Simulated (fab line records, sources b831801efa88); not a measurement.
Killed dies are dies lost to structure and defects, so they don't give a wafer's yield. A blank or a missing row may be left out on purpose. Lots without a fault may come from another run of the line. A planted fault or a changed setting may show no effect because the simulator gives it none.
A struck lot beside a sound one | flow gf180mcu | 19 steps out of a route of 602
Sound: wafers L221.2, L221.4, L221.6. Struck: wafers L226.1, L226.5, L226.6. The cause comes at the end.
At each step with rows: each side's tool, then ch and its chambers, then its first start. Under that, the readings that differ: sound wafers | struck wafers | difference of the means | sigmas: that difference in standard deviations of wafers without a fault.
alike: readings whose means differ by less than 2 such deviations, and words and numbers that are the same on both sides. not compared: withheld readings, readings that some wafer has no value for, bounds like >300 that may hide the same value, and numbers for which the record gives no deviation and whose values overlap.
The two part at a step that has a row with sigmas, a row that says differs or no value, or rows on one side only. Numbers that don't overlap but have no deviation are shown without sigmas and don't part them. A reading that every wafer of one side lacks parts them only if that side has two wafers or more.

GF_SALICIDE_RTA_06: time 30 s.
  sound on rtp_anneal-01 ch 0, day 15 03:03; struck on rtp_anneal-01 ch 0, day 16 17:16
  alike: lamp_power_pct, wafer_temp_C_max
then, 1 step without rows for these wafers: GF_SALICIDE_WET_ETCH_07 (etches the open film in SPM, target depth 120 nm).
GF_SALICIDE_RTA_08: time 30 s.
  sound on rtp_anneal-02 ch 0, day 15 03:15; struck on rtp_anneal-02 ch 0, day 16 17:34
  alike: lamp_power_pct, wafer_temp_C_max
then, 1 step without rows for these wafers: GF_CONTACT_CVD_00 (deposits SiO2, target thk 300 nm, time 50 s).
GF_CONTACT_THK_MEAS_01:
  sound on film_metro-04, day 15 03:23; struck on film_metro-04, day 16 17:43
  alike: CONTACT_CVD_00_THK
GF_CONTACT_CVD_02: deposits SiO2 from TEOS, target thk 860 nm, time 95.992 s.
  sound on pecvd-01 ch 0,1, day 15 03:26; struck on pecvd-01 ch 0,2, day 16 17:46
  alike: heater_power_w, rf_fwd_power_W
GF_CONTACT_THK_MEAS_03:
  sound on film_metro-03, day 15 03:31; struck on film_metro-04, day 16 17:50
  alike: CONTACT_CVD_02_THK
GF_CONTACT_CMP_04: polishes SiO2.
  sound on cmp-01 ch 1,3, day 15 03:34; struck on cmp-02 ch 0,1,3, day 16 18:00
  alike: motor_current_A, time_to_endpoint_s
GF_CONTACT_BOW_MEAS_05:
  sound on film_metro-03, day 15 03:53; struck on film_metro-01, day 16 18:12
  alike: CONTACT_BOW
then, 3 steps without rows for these wafers: GF_CONTACT_DEHYDRATE_06 (time 60 s); GF_CONTACT_HMDS_07 (prime time 60 s); GF_CONTACT_COAT_08.
GF_CONTACT_COAT_09: resist thk 1000 nm.
  sound on litho_track-02 ch 0, day 15 14:00; struck on litho_track-02 ch 0, day 17 04:00
  reading                                  | sound             | struck         | difference | sigmas
  model.KrF_of_CONTACT_COAT_09.thk_nm (nm) | 997.7 995.8 999.1 | 1023 1024 1020 | +25        |
then, 3 steps without rows for these wafers: GF_CONTACT_SOFTBAKE_10 (time 60 s); GF_CONTACT_EXPOSE_11 (exposes mask Contact, target cd 220 nm); GF_CONTACT_PEB_12 (peb time 90 s).
GF_CONTACT_DEVELOP_13: develop time 60 s.
  sound on litho_track-02 ch 0, day 16 02:06; struck on litho_track-02 ch 0, day 17 15:29
  reading                                  | sound             | struck         | difference | sigmas
  model.KrF_of_CONTACT_COAT_09.thk_nm (nm) | 982.7 980.9 984.2 | 1008 1009 1006 | +25        |
  alike: developer_temp_C
GF_CONTACT_CD_MEAS_14: target cd 220 nm.
  sound on cd_sem-02, day 16 02:15; struck on cd_sem-02, day 17 15:38
  alike: cd_nm
-- the record jumps here: 13 days lie between the struck wafers' starts before and after (it left off in module CONTACT and takes up again in module PASSIVATION, whose first step shown is number 602 of the route) --
GF_PASSIVATION_PROBE_99:
  the record has rows for the struck wafers here (prober-02, day 30 08:05) and none for the sound ones

WHERE THEY PART
Only at GF_PASSIVATION_PROBE_99, within this record.

WHY: what the simulator had put in
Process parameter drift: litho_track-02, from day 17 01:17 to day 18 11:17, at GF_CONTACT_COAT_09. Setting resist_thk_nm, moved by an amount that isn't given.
